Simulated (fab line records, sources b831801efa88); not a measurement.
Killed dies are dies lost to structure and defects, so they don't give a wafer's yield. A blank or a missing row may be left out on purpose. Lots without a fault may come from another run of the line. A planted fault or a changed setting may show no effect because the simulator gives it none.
Chamber matching | flow sky130 | SKY_VIA2_CMP_24 on cmp-01: 4 sister chambers
The step polishes, stops on SiO2, t overpolish 20 s, target thk 0 nm. 24 wafers are shown with their chamber, then 12 later ones without.

WAFERS WITH THEIR CHAMBER
wafer  | chamber | motor_current_A (A) | time_to_endpoint_s (s) | overpolish_run_s (s)
L075.2 | 0       | 11.4                | 98                     | 19.998
L075.3 | 1       | 12.6                | 100                    | 19.985
L075.5 | 3       | 8.8                 | 96                     | 20.011
L078.1 | 2       | 13.1                | 98                     | 19.982
L078.4 | 3       | 8.6                 | 94                     | 20.000
L078.6 | 1       | 12.7                | 95                     | 19.996
L079.2 | 2       | 13.2                | 108                    | 20.004
L079.4 | 1       | 12.4                | 107                    | 20.011
L079.5 | 2       | 13.2                | 107                    | 20.000
L080.2 | 3       | 8.2                 | 99                     | 20.001
L080.3 | 1       | 12.6                | 104                    | 19.991
L080.5 | 3       | 8.5                 | 98                     | 19.994
L083.2 | 1       | 12.7                | 102                    | 20.000
L083.3 | 2       | 13.1                | 106                    | 19.997
L083.5 | 2       | 12.9                | 106                    | 19.992
L082.1 | 0       | 10.9                | 94                     | 19.982
L082.2 | 1       | 12.4                | 97                     | 20.026
L082.5 | 1       | 12.7                | 99                     | 20.004
L086.2 | 2       | 12.7                | 98                     | 19.991
L086.3 | 3       | 8.6                 | 91                     | 20.020
L086.5 | 2       | 12.5                | 102                    | 20.008
L089.1 | 1       | 13.1                | 98                     | 20.001
L089.2 | 2       | 12.8                | 101                    | 20.008
L089.4 | 3       | 8.6                 | 95                     | 19.997

SIGNATURES (means of the wafers above)
reading            | chamber 0 | chamber 1 | chamber 2 | chamber 3 | scatter within a chamber
motor_current_A    | 11.150    | 12.650    | 12.938    | 8.550     | 0.237
time_to_endpoint_s | 96.00     | 100.25    | 103.25    | 95.50     | 3.68
overpolish_run_s   | 19.99000  | 20.00175  | 19.99775  | 20.00383  | 0.0107
Rule: a wafer's distance from a chamber is the root of the sum, over the readings, of the square of ((its reading less the chamber's mean) divided by the reading's scatter). The wafer belongs to the nearest chamber; if the next one is less than 2 further off, it can't be placed. The scatter: the root of (the sum of the squares of (reading less its chamber's mean) over the shown wafers, divided by (wafers less chambers)).

WAFERS WITHOUT THEIR CHAMBER
wafer  | motor_current_A (A) | time_to_endpoint_s (s) | overpolish_run_s (s)
L092.2 | 13.3                | 103                    | 19.999
L092.3 | 9.2                 | 95                     | 20.004
L092.6 | 12.4                | 101                    | 20.006
L091.3 | 12.8                | 102                    | 19.995
L091.4 | 12.4                | 103                    | 19.985
L091.6 | 8.6                 | 97                     | 20.002
L093.1 | 8.7                 | 96                     | 20.015
L093.2 | 11.4                | 94                     | 20.008
L093.5 | 11.1                | 97                     | 20.001
L096.1 | 12.1                | 100                    | 19.993
L096.3 | 10.5                | 96                     | 19.994
L096.4 | 8.4                 | 95                     | 19.992

WHICH CHAMBER EACH WENT THROUGH
wafer  | from the rows above          | in truth
L092.2 | can't be placed: 2 or 1      | 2
L092.3 | 3                            | 3
L092.6 | can't be placed: 1 or 2      | 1
L091.3 | can't be placed: 2 or 1      | 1
L091.4 | can't be placed: 1 or 2      | 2
L091.6 | 3                            | 3
L093.1 | 3                            | 3
L093.2 | 0                            | 0
L093.5 | 0                            | 0
L096.1 | can't be placed: 1 or 2 or 0 | 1
L096.3 | 0                            | 0
L096.4 | 3                            | 3
Placed correctly: 7 of 12. Can't be placed from these rows: 5 (the true chamber is among the candidates in 5). Placed wrongly: 0.
